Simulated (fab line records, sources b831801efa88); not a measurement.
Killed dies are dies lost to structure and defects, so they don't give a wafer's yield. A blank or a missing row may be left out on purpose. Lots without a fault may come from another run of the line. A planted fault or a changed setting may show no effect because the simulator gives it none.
fab line records | flow sky130
record lots=6 wafers=18 last_day=50
route steps=708 shown METAL2@485
lots that met no fault: from a run of the same line without faults
start_h: hours from the record's first day to the start of the lot's first wafer shown | wait_h: hours since the lot's step before | " the same as in the row above | L1.1+2: a row that stands for several wafers | - no value, or no start given | * or withheld: withheld | < > ~ a bound
route shown NAME@n: a module of which the file shows steps, and the number in the route of the first | usual: mean/standard deviation of fault-free wafers | same: alike in all rows | chamber/n: place in a boat | sites: the reading at each site | _std_site: their standard deviation | _edge_site: outer sites' mean less inner sites' | radius_mm: how far each site lies from the wafer's centre | mask NAME#n: copy n | behind: the tool/chamber that last shaped the wafer | hold: why the lot was held/for how many hours/how that ended | device: the transistor (n, p or np) that didn't switch | end of line: the same wafers' tests at the end of the route | a step without rows: its recipe alone | killed: dies lost to structure and defects at the first sort, not the wafer's yield | map: a wafer's dies, x killed, . not, _ none there
set.NAME: the setting as run; set.NAME@STEP: as run at that earlier step | model.NAME: the simulator's own value behind a step, which no gauge read
lots at some steps of the route; a table a step, a row a wafer
services: from which hour (start_h, from the record's first day; less than 0 if before it) a tool's chamber was out of use, for how many hours, and why
## steps
# step SKY_METAL2_SPUTTER_02
# recipe material=AlCu target_thk_nm=250 power_w=10600 time_s=13.3 chamber_pressure_pa=0.4
# usual throttle_valve_pct=30.5/0.87
# columns lot.wafer tool chamber start_h wait_h throttle_valve_pct
L969.1 pvd_sputter-03 - 807.79 0.0 31.5
L969.2 " - " " 29.9
L969.6 " - " " 32.0
L976.2 pvd_sputter-04 - 854.52 0.0 29.7
L976.4 " - " " 29.5
L976.6 " - " " 30.5
L981.1 pvd_sputter-02 - 896.07 0.0 30.1
L981.3 " - " " 30.3
L981.6 " - " " 30.2
L982.1 pvd_sputter-04 - 905.04 0.0 30.0
L982.2 " - " " 29.7
L982.3 " - " " 29.4
L986.2 pvd_sputter-02 - 932.27 0.0 30.2
L986.3 " - " " 31.2
L986.5 " - " " 30.5
L991.1 pvd_sputter-02 - 958.83 0.0 30.5
L991.5 " - " " 30.6
L991.6 " - " " 30.4
# step SKY_METAL2_SPUTTER_03
# recipe material=Ti target_thk_nm=5 power_w=3000 time_s=3.3 chamber_pressure_pa=0.4
# usual throttle_valve_pct=30.5/0.9
# columns lot.wafer tool chamber start_h wait_h throttle_valve_pct
L969.1 pvd_sputter-03 - 807.81 0.0 31.8
L969.2 " - " " 29.7
L969.6 " - " " 31.7
L976.2 pvd_sputter-04 - 854.54 0.0 29.8
L976.4 " - " " 29.8
L976.6 " - " " 30.4
L981.1 pvd_sputter-02 - 896.09 0.0 30.2
L981.3 " - " " 30.3
L981.6 " - " " 30.3
L982.1 pvd_sputter-04 - 905.06 0.0 30.1
L982.2 " - " " 29.8
L982.3 " - " " 29.8
L986.2 pvd_sputter-02 - 932.30 0.0 30.5
L986.3 " - " " 31.1
L986.5 " - " " 30.4
L991.1 pvd_sputter-02 - 958.85 0.0 30.5
L991.5 " - " " 30.3
L991.6 " - " " 30.6
# step SKY_METAL2_SPUTTER_04
# recipe material=TiN target_thk_nm=70 power_w=6500 time_s=58.3 chamber_pressure_pa=0.4
# usual throttle_valve_pct=30.5/0.91
# columns lot.wafer tool chamber start_h wait_h throttle_valve_pct
L969.1 pvd_sputter-03 - 807.83 0.0 31.7
L969.2 " - " " 30.2
L969.6 " - " " 31.8
L976.2 pvd_sputter-04 - 854.56 0.0 29.6
L976.4 " - " " 29.3
L976.6 " - " " 30.7
L981.1 pvd_sputter-02 - 896.11 0.0 29.8
L981.3 " - " " 30.0
L981.6 " - " " 30.0
L982.1 pvd_sputter-04 - 905.08 0.0 30.1
L982.2 " - " " 29.5
L982.3 " - " " 29.7
L986.2 pvd_sputter-02 - 932.31 0.0 30.1
L986.3 " - " " 31.4
L986.5 " - " " 30.3
L991.1 pvd_sputter-02 - 958.87 0.0 30.4
L991.5 " - " " 30.0
L991.6 " - " " 30.6
# step SKY_METAL2_RS_MEAS_05
# recipe thk_meas_gauge=four-point-probe reads=TiN_of_METAL2_SPUTTER_04+Ti_of_METAL2_SPUTTER_03+AlCu_of_METAL2_SPUTTER_02+TiN_of_METAL2_SPUTTER_01+Ti_of_METAL2_SPUTTER_00
# usual METAL2_ALCU_RS=0.1271/0.0014
# columns lot.wafer tool chamber start_h wait_h METAL2_ALCU_RS[ohm/sq]
L969.1 film_metro-01 - 807.88 0.0 0.1296
L969.2 " - " " 0.1308
L969.6 " - " " 0.1305
L976.2 film_metro-03 - 854.63 0.0 0.1254
L976.4 " - " " 0.1254
L976.6 " - " " 0.1253
L981.1 film_metro-04 - 896.16 0.0 0.1261
L981.3 " - " " 0.1275
L981.6 " - " " 0.1263
L982.1 film_metro-04 - 905.13 0.0 0.1263
L982.2 " - " " 0.1283
L982.3 " - " " 0.1264
L986.2 film_metro-04 - 932.38 0.0 0.1254
L986.3 " - " " 0.1265
L986.5 " - " " 0.1265
L991.1 film_metro-04 - 958.92 0.0 0.1290
L991.5 " - " " 0.1281
L991.6 " - " " 0.1290
# step SKY_METAL2_THK_MEAS_06
# recipe thk_meas_gauge=xrf reads=AlCu_of_METAL2_SPUTTER_02
# usual METAL2_ALCU_THK=251/3
# columns lot.wafer tool chamber start_h wait_h METAL2_ALCU_THK[nm]
L969.1 film_metro-01 - 808.00 0.1 248
L969.2 " - " " 246
L969.6 " - " " 246
L976.2 film_metro-03 - 854.74 0.1 255
L976.4 " - " " 254
L976.6 " - " " 254
L981.1 film_metro-04 - 896.28 0.1 252
L981.3 " - " " 249
L981.6 " - " " 249
L982.1 film_metro-04 - 905.25 0.1 254
L982.2 " - " " 248
L982.3 " - " " 253
L986.2 film_metro-04 - 932.49 0.1 254
L986.3 " - " " 254
L986.5 " - " " 252
L991.1 film_metro-04 - 959.04 0.1 248
L991.5 " - " " 251
L991.6 " - " " 248
# step SKY_METAL2_DEHYDRATE_07
# recipe temp_c=200 time_s=60
# step SKY_METAL2_HMDS_08
# recipe prime_time_s=60 prime_temp_c=120
# step SKY_METAL2_COAT_09
# recipe resist=BARC temp_c=withheld time_s=withheld spin_rpm=3000 resist_thk_nm=60
# step SKY_METAL2_COAT_10
# recipe resist=KrF-thick spin_rpm=3000 resist_thk_nm=450
# step SKY_METAL2_SOFTBAKE_11
# recipe temp_c=100 time_s=90 resist=KrF-thick
# step SKY_METAL2_EXPOSE_12
# recipe mask_id=MM2 na=0.8 source_shape=annular sigma_inner=0.55 sigma_outer=0.85 target_cd_nm=140 dose_mj=28
# step SKY_METAL2_PEB_13
# recipe peb_temp_c=withheld peb_time_s=withheld resist=KrF-thick
# step SKY_METAL2_DEVELOP_14
# recipe develop_time_s=60 resist=KrF-thick dev_temp_c=21
# usual chill_plate_temp_C=22.99/0.11 develop_time_s=60/0 developer_temp_C=20.98/0.095
# columns lot.wafer tool chamber start_h wait_h chill_plate_temp_C develop_time_s developer_temp_C model.KrF-thick_of_METAL2_COAT_10.thk_nm
L969.1 litho_track-03 0 834 - 23.04 60 20.96 438
L969.2 " 0 " " 23.01 60 20.82 438.3
L969.6 " 0 " " 23.17 60 21.02 436.7
L976.2 litho_track-04 0 880 - 23.02 60 21.05 437
L976.4 " 0 881 - 23.07 60 20.97 435.5
L976.6 " 0 " " 23.03 60 20.90 435.1
L981.1 litho_track-03 - 920 - - - - 449.3
L981.3 " - " " - - - 450.1
L981.6 " - " " - - - 449.5
L982.1 litho_track-03 - 928 - - - - 449.3
L982.2 " - " " - - - 449.5
L982.3 " - " " - - - 450.5
L986.2 litho_track-01 0 956 - 22.90 60 21.02 434.8
L986.3 " 0 " " 22.78 60 20.71 435.9
L986.5 " 0 " " 22.97 60 20.85 435.3
L991.1 litho_track-03 0 983 - 22.88 60 20.86 434.8
L991.5 " 0 " " 22.84 60 20.99 434.9
L991.6 " 0 " " 23.03 60 21.08 435.4
# step SKY_METAL2_CD_MEAS_15
# recipe target_cd_nm=140
# usual cd_nm=139.8/1.7
# columns lot.wafer tool chamber start_h wait_h cd_nm
L969.1 cd_sem-01 - 834.92 - 139.6
L969.2 " - " " 139.6
L969.6 " - " " 138.6
L976.2 cd_sem-02 - 881.12 - 137.5
L976.4 " - " " 137.2
L976.6 " - " " 137.5
L981.1 cd_sem-02 - 920.92 - -
L981.3 " - " " -
L981.6 " - " " -
L982.1 cd_sem-02 - 928.37 - -
L982.2 " - " " -
L982.3 " - " " -
L986.2 cd_sem-02 - 956.94 - 138.6
L986.3 " - " " 140.8
L986.5 " - " " 139.2
L991.1 cd_sem-02 - 983.37 - 143.7
L991.5 " - " " 144.0
L991.6 " - " " 145.1
## services
# columns tool chamber start_h hours kind
pvd_sputter-02 - 871.06 7.5 repair
pvd_sputter-03 3 910.32 - consumable_replace:kit
pvd_sputter-03 3 910.32 18.0 scheduled_down
pvd_sputter-03 3 910.32 18.0 vent_cycle
pvd_sputter-04 - 929.41 5.0 repair
pvd_sputter-02 - 934.72 4.6 repair
pvd_sputter-03 - 938.87 11.2 repair
pvd_sputter-02 3 953.85 - consumable_replace:kit
pvd_sputter-02 3 953.85 18.0 scheduled_down
pvd_sputter-02 3 953.85 18.0 vent_cycle
## key
first_sign step=SKY_METAL2_DEVELOP_14 reading=tool_record direction=missing
effect none on later readings
model_effect step=SKY_METAL2_DEVELOP_14 value=KrF-thick_of_METAL2_COAT_10.thk_nm without=435.6 struck=449.7
met_at SKY_METAL2_DEVELOP_14
struck_wafers L981.1,L981.3,L981.6,L982.1,L982.2,L982.3
later_rows_left_out L981.1,L981.3,L981.6,L982.1,L982.2,L982.3
sort_left_out L981.1,L981.3,L981.6,L982.1,L982.2,L982.3
onset_between 834 920
fault kind=skipped_step_whole tool=litho_track-03 chamber=- onset_h=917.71 steps=SKY_METAL2_DEVELOP_14 scope=struck_lots_only
# sort_left_out: the simulated sort isn't trusted on such a fault, so these wafers' sort isn't shown, and their yield isn't known
# later_rows_left_out: the simulator's readings of these wafers behind a module that went badly wrong aren't trusted and aren't shown, but for the sort
